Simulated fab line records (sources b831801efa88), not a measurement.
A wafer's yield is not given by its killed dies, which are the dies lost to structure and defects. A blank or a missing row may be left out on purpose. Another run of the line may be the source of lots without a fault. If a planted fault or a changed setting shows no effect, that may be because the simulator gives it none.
fab line records	flow sky130
record lots=7	wafers=21	last-day=50
route steps=708 shown GATE_OXIDE@188 PAD_OPEN@708
lots that met no fault: from a run of the same line without faults
start-h: hours from the record's first day to the start of the lot's first wafer shown	wait-h: time in hours since the lot's previous step	" same as the row above	L1.1+2: several wafers, shown together as one row	- value missing, or start not given	* or withheld: withheld	< > ~ a bound
route shown NAME@n: NAME is a module with steps in the file, n the number in the route of the first one	usual: mean/standard deviation of fault-free wafers	same: alike in all rows	chamber/n: place in a boat	sites: each site's reading	_std_site: their standard deviation	_edge_site: mean of outer sites minus mean of inner sites	radius-mm: how far each site lies from the wafer's centre	mask NAME#n: copy n	behind: tool/chamber where the wafer was last shaped	hold: why the lot went on hold/how many hours it stayed there/how the hold came to an end	device: the n, p or np transistor that did not switch	end of line: the same wafers' tests at the end of the route	for a step that has no rows: nothing shown but its recipe	killed: not the wafer's yield, but the dies lost to structure and defects at the first sort	map: per-die view of a wafer (x killed, . not killed, _ where there is no die)
set.NAME: setting as actually run; set.NAME@STEP: the setting as run at that earlier step	model.NAME: the simulator's own value behind a step, which no gauge read
lots seen at some steps along the route; tables by step, rows by wafer
services: the hour from which a tool's chamber was out of use, counted from the record's first day as start-h (under 0 if before that day), plus the number of hours and why
## steps
# step SKY_GATE_OXIDE_OXIDATION_01
# recipe temp-c=900	ambient=O2	stabilise-s=600	purge-s=300	target-thk-a=102.68	ox-time-s=1473
# step SKY_GATE_OXIDE_THK_MEAS_02
# recipe reads=SiO2_of_GATE_OXIDE_OXIDATION_01
# usual GATE_OXIDE_OXIDATION_00_THK=10.21/0.15
lot.wafer	tool	chamber	start-h	wait-h	GATE_OXIDE_OXIDATION_00_THK[nm]
L628.1	film-metro-04	-	293.76	0.0	10.18
L628.2	"	-	"	"	10.08
L628.3	"	-	"	"	10.05
L637.1	film-metro-04	-	353.95	0.0	10.15
L637.4	"	-	"	"	10.08
L637.5	"	-	"	"	10.18
L638.2	film-metro-03	-	353.96	0.0	10.26
L638.4	"	-	"	"	10.23
L638.5	"	-	"	"	10.36
L639.3	film-metro-04	-	366.35	0.0	10.20
L639.4	"	-	"	"	10.23
L639.5	"	-	"	"	10.17
L640.2	film-metro-03	-	371.96	0.0	10.17
L640.4	"	-	"	"	10.25
L640.6	"	-	"	"	10.21
L645.3	film-metro-03	-	431.10	0.0	10.46
L645.4	"	-	"	"	10.27
L645.6	"	-	"	"	10.49
L651.2	film-metro-04	-	474.99	0.0	10.39
L651.4	"	-	"	"	10.36
L651.6	"	-	"	"	10.57
# step SKY_GATE_OXIDE_DEHYDRATE_03
# recipe temp-c=200	time-s=60
# step SKY_GATE_OXIDE_HMDS_04
# recipe prime-time-s=60	prime-temp-c=120
# step SKY_GATE_OXIDE_COAT_05
# recipe resist=NOVOLAK	spin-rpm=3000	resist-thk-nm=1140
# step SKY_GATE_OXIDE_SOFTBAKE_06
# recipe temp-c=90	time-s=58.04	resist=NOVOLAK
# step SKY_GATE_OXIDE_EXPOSE_07
# recipe mask-id=LVOM	na=0.6	source-shape=conventional	sigma-outer=0.6	polarization=unpolarized	target-cd-nm=600	dose-mj=170
# step SKY_GATE_OXIDE_PEB_08
# recipe temp-c=withheld	time-s=*	resist=NOVOLAK
# step SKY_GATE_OXIDE_DEVELOP_09
# recipe resist=NOVOLAK	developer=TMAH	develop-time-s=60	dev-temp-c=23
# step SKY_GATE_OXIDE_OVL_MEAS_10
# usual GATE_OXIDE_OVL=-0.4/1.3
lot.wafer	tool	chamber	start-h	wait-h	GATE_OXIDE_OVL[nm]
L628.1	overlay-01	-	319.30	0.1	2.8
L628.2	"	-	"	"	1.4
L628.3	"	-	"	"	1.5
L637.1	overlay-02	-	381.35	0.1	-1.4
L637.4	"	-	"	"	0.0
L637.5	"	-	"	"	0.5
L638.2	overlay-01	-	382.01	0.1	1.2
L638.4	"	-	"	"	0.8
L638.5	"	-	"	"	-1.3
L639.3	overlay-01	-	393.79	0.1	0.0
L639.4	"	-	"	"	-4.3
L639.5	"	-	"	"	-1.2
L640.2	overlay-01	-	400.33	0.1	-1.3
L640.4	"	-	"	"	0.1
L640.6	"	-	"	"	0.8
L645.3	overlay-01	-	462.00	0.1	1.1
L645.4	"	-	"	"	0.0
L645.6	"	-	"	"	1.9
L651.2	overlay-01	-	505.11	0.1	-1.5
L651.4	"	-	"	"	0.7
L651.6	"	-	"	"	-0.5
# step SKY_GATE_OXIDE_IMPLANT_11
# recipe species=B	energy-kev=10	dose-cm2=2.6e+12	tilt-deg=withheld
# step SKY_GATE_OXIDE_WET_ETCH_12
# recipe chemistry=dHF	target-depth-nm=16.8	dry=n2-spin	target=SiO2	dilution=100:1	temp-c=25	time-s=336
# step SKY_GATE_OXIDE_STRIP_13
# recipe chemistry=O2/N2	power-w=1400	pressure-mtorr=1500	platen-temp-c=withheld	o2-flow-sccm=3000	n2-flow-sccm=300	overash-fraction=0.5
# usual chamber-pressure-mTorr=1499.9/1.3	drypump-motor-current-A=6.0/0.48	o2-flow-sccm=3001/8.5	oes-product-au=0.715/0.0044	overash-fraction=0.5/0	strip-time-to-endpoint-s=14.19/0.036
lot.wafer	tool	chamber	start-h	wait-h	chamber-pressure-mTorr	drypump-motor-current-A	o2-flow-sccm	oes-product-au	overash-fraction	rf-hours-counter-h	strip-time-to-endpoint-s	model.NOVOLAK_of_GATE_OXIDE_COAT_05.thk-nm
L628.1	plasma-asher-01	1	319.59	0.0	1498.7	6.4	3006	0.717	0.5	21	14.15	0
L628.2	"	0	"	"	1500.5	5.5	2998	0.718	0.5	21	14.16	0
L628.3	"	1	"	"	1499.6	6.4	3007	0.714	0.5	-	14.15	0
L637.1	plasma-asher-01	1	381.65	0.0	-	-	-	-	-	-	-	1140
L637.4	"	1	"	"	-	-	-	-	-	-	-	1138
L637.5	"	0	"	"	-	-	-	-	-	-	-	1141
L638.2	plasma-asher-03	0	382.30	0.0	-	-	-	-	-	-	-	1146
L638.4	"	1	"	"	-	-	-	-	-	-	-	1142
L638.5	"	0	"	"	-	-	-	-	-	-	-	1144
L639.3	plasma-asher-02	1	394.10	0.0	-	-	-	-	-	-	-	1141
L639.4	"	0	"	"	-	-	-	-	-	-	-	1140
L639.5	"	1	"	"	-	-	-	-	-	-	-	1141
L640.2	plasma-asher-01	0	400.61	0.0	1499.3	5.5	3006	0.715	0.5	29	14.27	0
L640.4	"	0	"	"	1498.5	5.5	2991	0.707	0.5	-	14.17	0
L640.6	"	0	"	"	1501.5	5.5	2994	0.719	0.5	-	14.22	0
L645.3	plasma-asher-02	0	462.31	0.0	1499.7	5.4	3000	0.719	0.5	-	14.10	0
L645.4	"	1	"	"	1500.6	6.4	2999	0.716	0.5	-	14.13	0
L645.6	"	1	"	"	1498.8	6.5	3002	0.717	0.5	-	14.13	0
L651.2	plasma-asher-02	1	505.39	0.0	1500.0	6.4	3012	0.714	0.5	81	14.19	0
L651.4	"	0	"	"	1499.8	5.4	3001	0.717	0.5	-	14.20	0
L651.6	"	1	"	"	1498.2	6.5	3007	0.721	0.5	-	14.24	0
# step SKY_GATE_OXIDE_TW_MEAS_14
# usual GATE_OXIDE_TW=223.7/1.1
lot.wafer	tool	chamber	start-h	wait-h	GATE_OXIDE_TW
L628.1	film-metro-04	-	319.69	0.1	224.6
L628.2	"	-	"	"	224.3
L628.3	"	-	"	"	223.6
L637.1	film-metro-01	-	381.75	0.1	223.6
L637.4	"	-	"	"	224.5
L637.5	"	-	"	"	224.4
L638.2	film-metro-01	-	382.41	0.1	224.5
L638.4	"	-	"	"	224.4
L638.5	"	-	"	"	223.6
L639.3	film-metro-01	-	394.18	0.1	222.3
L639.4	"	-	"	"	223.2
L639.5	"	-	"	"	222.7
L640.2	film-metro-03	-	400.72	0.1	225.2
L640.4	"	-	"	"	225.6
L640.6	"	-	"	"	225.0
L645.3	film-metro-01	-	462.39	0.1	223.3
L645.4	"	-	"	"	223.2
L645.6	"	-	"	"	223.4
L651.2	film-metro-01	-	505.50	0.1	222.8
L651.4	"	-	"	"	223.4
L651.6	"	-	"	"	223.7
# step SKY_PAD_OPEN_PROBE_99
# usual killed_at_M0_to_M3=43/5.9	killed_at_M4_up=3.3/1.9	killed-at-contacts=24/5.6	killed-at-front-end=15/4.1	killed-at-other=0.4/0.66	killed-dies=86/9	killed-on-rim=17/3.7	killed-open=47/6.9	killed-short=39/6.2
# same gross-dies=492	killed-at-back-side=0
lot.wafer	tool	chamber	start-h	wait-h	killed_at_M0_to_M3	killed_at_M4_up	killed-at-contacts	killed-at-front-end	killed-at-other	killed-dies	killed-on-rim	killed-open	killed-short
L637.1	prober-02	-	1123.31	0.1	33	5	26	428	0	492	96	45	41
L637.4	prober-02	-	1123.46	0.2	42	6	24	420	0	492	96	53	38
L637.5	prober-02	-	1123.51	0.2	43	4	23	422	0	492	96	44	47
L638.2	prober-01	-	1126.09	0.1	46	1	27	417	1	492	96	44	44
L638.4	prober-01	-	1126.19	0.2	41	3	32	416	0	492	96	48	39
L638.5	prober-01	-	1126.24	0.2	48	3	19	421	1	492	96	44	41
L639.3	prober-01	-	1132.25	0.2	41	2	24	425	0	492	96	41	37
L639.4	prober-01	-	1132.30	0.2	36	1	20	435	0	492	96	35	34
L639.5	prober-01	-	1132.35	0.2	50	2	18	421	1	492	96	45	32
L640.2	prober-02	-	1145.77	0.1	42	3	25	13	1	84	15	41	43
L640.4	prober-02	-	1145.87	0.2	34	3	28	11	0	76	14	42	34
L640.6	prober-02	-	1145.97	0.2	36	0	34	8	0	78	21	45	33
L645.3	prober-02	-	1176.78	0.2	51	2	26	14	1	94	21	42	50
L645.4	prober-02	-	1176.83	0.2	31	2	28	13	0	74	15	38	35
L645.6	prober-02	-	1176.93	0.2	38	5	22	10	1	76	15	39	35
# killed by level:class
L637.1 POLY_GATE:area-cvd=204 GATE_OXIDE:area-oxidation=202 CONTACT:geometric-particle:open=12 POLY_GATE:geometric-particle:open=7 POLY_GATE:geometric-particle:short=5 METAL1:geometric-particle:short=5 VIA1:geometric-particle:open=5 VIA1:geometric-particle:short=5
L637.4 GATE_OXIDE:area-oxidation=207 POLY_GATE:area-cvd=194 VIA1:geometric-particle:open=10 VIA2:geometric-particle:open=8 LI_CONTACT:geometric-particle:open=8 FIELD_ISO:geometric-particle:short=7 POLY_GATE:geometric-particle:open=7 CONTACT:geometric-particle:open=7
L637.5 GATE_OXIDE:area-oxidation=213 POLY_GATE:area-cvd=188 VIA1:geometric-particle:open=11 FIELD_ISO:geometric-particle:short=10 CONTACT:geometric-particle:open=10 VIA3:geometric-particle:open=7 VIA2:geometric-particle:open=6 CONTACT:geometric-particle:short=6
L638.2 GATE_OXIDE:area-oxidation=216 POLY_GATE:area-cvd=188 LI_CONTACT:geometric-particle:open=8 CONTACT:geometric-particle:short=8 CONTACT:geometric-particle:open=8 METAL2:geometric-particle:short=8 VIA1:geometric-particle:open=7 METAL1:geometric-particle:short=7
L638.4 POLY_GATE:area-cvd=213 GATE_OXIDE:area-oxidation=192 CONTACT:geometric-particle:open=14 CONTACT:geometric-particle:short=9 VIA2:geometric-particle:open=8 VIA1:geometric-particle:open=8 METAL2:geometric-particle:short=5 POLY_GATE:geometric-particle:short=4
L638.5 GATE_OXIDE:area-oxidation=209 POLY_GATE:area-cvd=198 VIA1:geometric-particle:open=12 METAL2:geometric-particle:short=8 CONTACT:geometric-particle:open=7 METAL1:geometric-particle:short=6 CONTACT:geometric-particle:short=6 VIA2:geometric-particle:open=6
L639.3 GATE_OXIDE:area-oxidation=222 POLY_GATE:area-cvd=192 CONTACT:geometric-particle:open=12 VIA1:geometric-particle:open=8 METAL2:geometric-particle:short=7 VIA3:geometric-particle:open=6 FIELD_ISO:geometric-particle:short=5 VIA3:geometric-particle:short=5
L639.4 GATE_OXIDE:area-oxidation=213 POLY_GATE:area-cvd=210 CONTACT:geometric-particle:open=8 VIA1:geometric-particle:open=8 VIA3:geometric-particle:open=6 VIA3:geometric-particle:short=6 METAL2:geometric-particle:short=5 CONTACT:geometric-particle:short=5
L639.5 POLY_GATE:area-cvd=218 GATE_OXIDE:area-oxidation=197 VIA1:geometric-particle:open=16 VIA2:geometric-particle:open=11 CONTACT:geometric-particle:short=8 METAL1:geometric-particle:short=7 LI_CONTACT:geometric-particle:open=5 FIELD_ISO:geometric-particle:open=3
L640.2 LI_CONTACT:geometric-particle:open=12 VIA1:geometric-particle:short=10 METAL2:geometric-particle:short=7 VIA2:geometric-particle:open=7 VIA1:geometric-particle:open=6 CONTACT:geometric-particle:open=5 POLY_GATE:geometric-particle:open=4 LOCAL_INTERCONNECT:geometric-particle:short=4
L640.4 CONTACT:geometric-particle:open=12 LI_CONTACT:geometric-particle:open=9 METAL2:geometric-particle:short=7 METAL1:geometric-particle:short=6 VIA1:geometric-particle:open=5 POLY_GATE:geometric-particle:open=4 VIA1:geometric-particle:short=4 FIELD_ISO:geometric-particle:open=3
L640.6 LI_CONTACT:geometric-particle:open=11 CONTACT:geometric-particle:open=10 VIA1:geometric-particle:open=9 METAL2:geometric-particle:short=7 LOCAL_INTERCONNECT:geometric-particle:short=6 VIA1:geometric-particle:short=5 VIA3:geometric-particle:open=5 LI_CONTACT:geometric-particle:short=3
L645.3 CONTACT:geometric-particle:open=11 VIA1:geometric-particle:open=10 METAL1:geometric-particle:short=7 VIA2:geometric-particle:short=5 METAL2:geometric-particle:short=5 VIA3:geometric-particle:open=5 FIELD_ISO:geometric-particle:short=4 LI_CONTACT:geometric-particle:short=4
L645.4 METAL2:geometric-particle:short=8 CONTACT:geometric-particle:open=7 LI_CONTACT:geometric-particle:open=6 CONTACT:geometric-particle:short=6 LOCAL_INTERCONNECT:geometric-particle:short=5 FIELD_ISO:geometric-particle:open=4 FIELD_ISO:geometric-particle:short=4 VIA1:geometric-particle:open=4
L645.6 CONTACT:geometric-particle:open=7 LI_CONTACT:geometric-particle:open=7 VIA3:geometric-particle:open=7 VIA3:geometric-particle:short=7 VIA1:geometric-particle:open=6 VIA2:geometric-particle:open=6 CONTACT:geometric-particle:short=5 METAL4:geometric-particle:short=4
# map L637.1 (x killed, . not)
__________xxxxxxxxxx_________
________xxxxxxxxxxxxxx_______
______xxxxxxxxxxxxxxxxxx_____
_____xxxxxxxxxxxxxxxxxxxx____
____xxxxxxxxxxxxxxxxxxxxxx___
___xxxxxxxxxxxxxxxxxxxxxxxx__
__xxxxxxxxxxxxxxxxxxxxxxxxxx_
_xxxxxxxxxxxxxxxxxxxxxxxxxxxx
_xxxxxxxxxxxxxxxxxxxxxxxxxxxx
_xxxxxxxxxxxxxxxxxxxxxxxxxxxx
_xxxxxxxxxxxxxxxxxxxxxxxxxxxx
_xxxxxxxxxxxxxxxxxxxxxxxxxxxx
_xxxxxxxxxxxxxxxxxxxxxxxxxxxx
_xxxxxxxxxxxxxxxxxxxxxxxxxxxx
_xxxxxxxxxxxxxxxxxxxxxxxxxxxx
__xxxxxxxxxxxxxxxxxxxxxxxxxx_
___xxxxxxxxxxxxxxxxxxxxxxxx__
____xxxxxxxxxxxxxxxxxxxxxx___
_____xxxxxxxxxxxxxxxxxxxx____
______xxxxxxxxxxxxxxxxxx_____
________xxxxxxxxxxxxxx_______
__________xxxxxxxxxx_________
# map L638.2 (x killed, . not)
__________xxxxxxxxxx_________
________xxxxxxxxxxxxxx_______
______xxxxxxxxxxxxxxxxxx_____
_____xxxxxxxxxxxxxxxxxxxx____
____xxxxxxxxxxxxxxxxxxxxxx___
___xxxxxxxxxxxxxxxxxxxxxxxx__
__xxxxxxxxxxxxxxxxxxxxxxxxxx_
_xxxxxxxxxxxxxxxxxxxxxxxxxxxx
_xxxxxxxxxxxxxxxxxxxxxxxxxxxx
_xxxxxxxxxxxxxxxxxxxxxxxxxxxx
_xxxxxxxxxxxxxxxxxxxxxxxxxxxx
_xxxxxxxxxxxxxxxxxxxxxxxxxxxx
_xxxxxxxxxxxxxxxxxxxxxxxxxxxx
_xxxxxxxxxxxxxxxxxxxxxxxxxxxx
_xxxxxxxxxxxxxxxxxxxxxxxxxxxx
__xxxxxxxxxxxxxxxxxxxxxxxxxx_
___xxxxxxxxxxxxxxxxxxxxxxxx__
____xxxxxxxxxxxxxxxxxxxxxx___
_____xxxxxxxxxxxxxxxxxxxx____
______xxxxxxxxxxxxxxxxxx_____
________xxxxxxxxxxxxxx_______
__________xxxxxxxxxx_________
## services
tool	chamber	start-h	hours	kind
plasma-asher-02	-	338.39	8.6	repair
plasma-asher-01	-	341.42	1.0	repair
plasma-asher-02	-	370.82	0.4	repair
plasma-asher-02	-	380.90	2.1	repair
plasma-asher-03	-	444.06	14.6	pm
plasma-asher-02	-	475.71	2.8	repair
plasma-asher-03	-	480.51	2.8	pm
## key
first-sign step=SKY_GATE_OXIDE_STRIP_13	reading=tool-record	direction=missing
effect step=SKY_PAD_OPEN_PROBE_99	reading=killed-at-front-end	direction=up	sigmas=99+	usual=15	struck=423
model-effect step=SKY_GATE_OXIDE_STRIP_13	value=NOVOLAK_of_GATE_OXIDE_COAT_05.thk-nm	without=0	struck=1141
more-kills-born-at SKY_GATE_OXIDE_OXIDATION_16@furnace-01=1871	SKY_POLY_GATE_CVD_00@lpcvd-01=1805
met-at SKY_GATE_OXIDE_STRIP_13
struck-wafers L637.1,L637.4,L637.5,L638.2,L638.4,L638.5,L639.3,L639.4,L639.5
later-rows-left-out L637.1,L637.4,L637.5,L638.2,L638.4,L638.5,L639.3,L639.4,L639.5
tester-left-out L637,L638,L639
onset-between 319.59 381.65
fault kind=skipped-step-whole	tool=plasma-asher-01,plasma-asher-02,plasma-asher-03	chamber=-	onset-h=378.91	steps=SKY_GATE_OXIDE_STRIP_13	scope=struck-lots-only
# tester-left-out: of these lots the tester's yield and bins aren't shown, on N5 and GAA mostly nor the transistor test; their killed dies are dies lost to structure and defects alone, not to doping, threshold or leakage, so they don't give the yield
# later-rows-left-out: the simulator's readings of these wafers behind a module that went badly wrong aren't trusted and aren't shown, but for the sort
